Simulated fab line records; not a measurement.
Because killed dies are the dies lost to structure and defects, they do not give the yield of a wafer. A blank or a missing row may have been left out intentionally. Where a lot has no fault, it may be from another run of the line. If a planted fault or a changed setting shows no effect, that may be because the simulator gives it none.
Comparing a struck lot with a sound one    flow sfqLine    14 steps out of a route of 325
Sound: wafers L816.1, L816.3, L816.5. Struck: wafers L828.1, L828.4, L828.6. The cause comes at the end.
For every step that has rows: the tool of each side, followed by ch and its chambers, followed by its first start. Under that, the readings that differ: sound wafers    struck wafers    difference of the means    sigmas: that difference in standard deviations of wafers without a fault.
alike: readings with means less than 2 such deviations apart, plus words and numbers identical on both sides. not compared: withheld readings, readings lacking a value on some wafer, bounds such as >300 that could conceal the same value, and numbers that have no deviation in the record and whose values overlap.
Wherever a step has rows on one side only, a row that says differs or no value, or a row with sigmas, the two part there. When numbers do not overlap yet have no deviation, they are printed without sigmas and do not part them. Lack of a reading on every wafer of one side parts them only where that side has two or more wafers.

first, 4 steps without rows for these wafers: SFQ_TRILAYER_M3_LITHO_SOFTBAKE_079; SFQ_TRILAYER_M3_LITHO_EXPOSE_076 (exposes mask M3, target cd 500 nm); SFQ_TRILAYER_M3_LITHO_PEB_078 (peb time 60 s); SFQ_TRILAYER_M3_LITHO_DEVELOP_077 (time 60 s).
SFQ_M3_OVL_MEAS_921:
  struck on overlay-02, day 43 11:23; sound on overlay-01, day 40 13:59
  alike: M3_OVL
SFQ_TRILAYER_M3_BARC_OPEN_METAL_ETCH_100: etches BARC in O2, target depth 125 nm, time 41.7 s.
  sound on rieMetal-04 ch 0,1, day 40 14:01; struck on rieMetal-02 ch 0,1, day 43 11:25
  alike: drypumpMotorCurrentA, oesProductAu
  not compared: rfHoursCounterH
SFQ_TRILAYER_M3_ETCH_METAL_ETCH_078: etches Nb in Cl2/Ar, stops on SiO2, target depth 240 nm, time 120 s.
  sound on rieMetal-04 ch 0,1, day 40 14:05; struck on rieMetal-02 ch 0,1, day 43 11:29
  alike: drypumpMotorCurrentA, oesProductAu
  not compared: rfHoursCounterH
SFQ_TRILAYER_M3_STRIP_STRIP_079: strips in O2.
  sound on rieMetal-04 ch 0,1, day 40 14:12; struck on rieMetal-02 ch 0,1, day 43 11:36
reading              sound              struck             difference  sigmas
oesProductAu (a.u.)  0.991 0.988 0.974  1.014 1.011 1.010  +0.027      +2
  alike: drypumpMotorCurrentA
  not compared: rfHoursCounterH
then, 1 step without rows for these wafers: SFQ_TRILAYER_M3_STRIP_SOLV_CLEAN_080 (cleans in NMP, time 600 s).
SFQ_TRILAYER_I3_DEP_PECVD_081: deposits SiO2 from SiH4/N2O, time 111.11 s, target thk 500 nm.
  sound on pecvd-03 ch 0,1,2, day 40 15:09; struck on pecvd-01 ch 1,2, day 43 12:23
  alike: heaterPowerW, showerheadVppV, throttleValvePct
SFQ_TRILAYER_I3_CMP_CMP_082: polishes SiO2.
  sound on cmp-01 ch 0,2,3, day 40 19:53; struck on cmp-02 ch 0,1,2, day 43 20:46
  alike: motorCurrentA, timeToEndpointS
SFQ_I3_BOW_MEAS_922:
  struck on filmMetro-03, day 43 22:46; sound on filmMetro-01, day 40 22:23
  alike: I3_BOW
SFQ_TRILAYER_I3_METRO_MEASURE_083:
  struck on filmMetro-03, day 44 00:15; sound on filmMetro-01, day 40 22:30
reading     sound              struck             difference  sigmas
thkNm (nm)  200.4 200.4 199.6  203.7 204.9 205.9  +4.7        +4
then, 1 step without rows for these wafers: SFQ_TRILAYER_I3_VIA_LITHO_COAT_090 (resist thk 62 nm).

WHERE THEY PART
Last at SFQ_TRILAYER_I3_METRO_MEASURE_083 as far as this record goes, first at SFQ_TRILAYER_M3_STRIP_STRIP_079.

WHY: the cause the simulator had injected
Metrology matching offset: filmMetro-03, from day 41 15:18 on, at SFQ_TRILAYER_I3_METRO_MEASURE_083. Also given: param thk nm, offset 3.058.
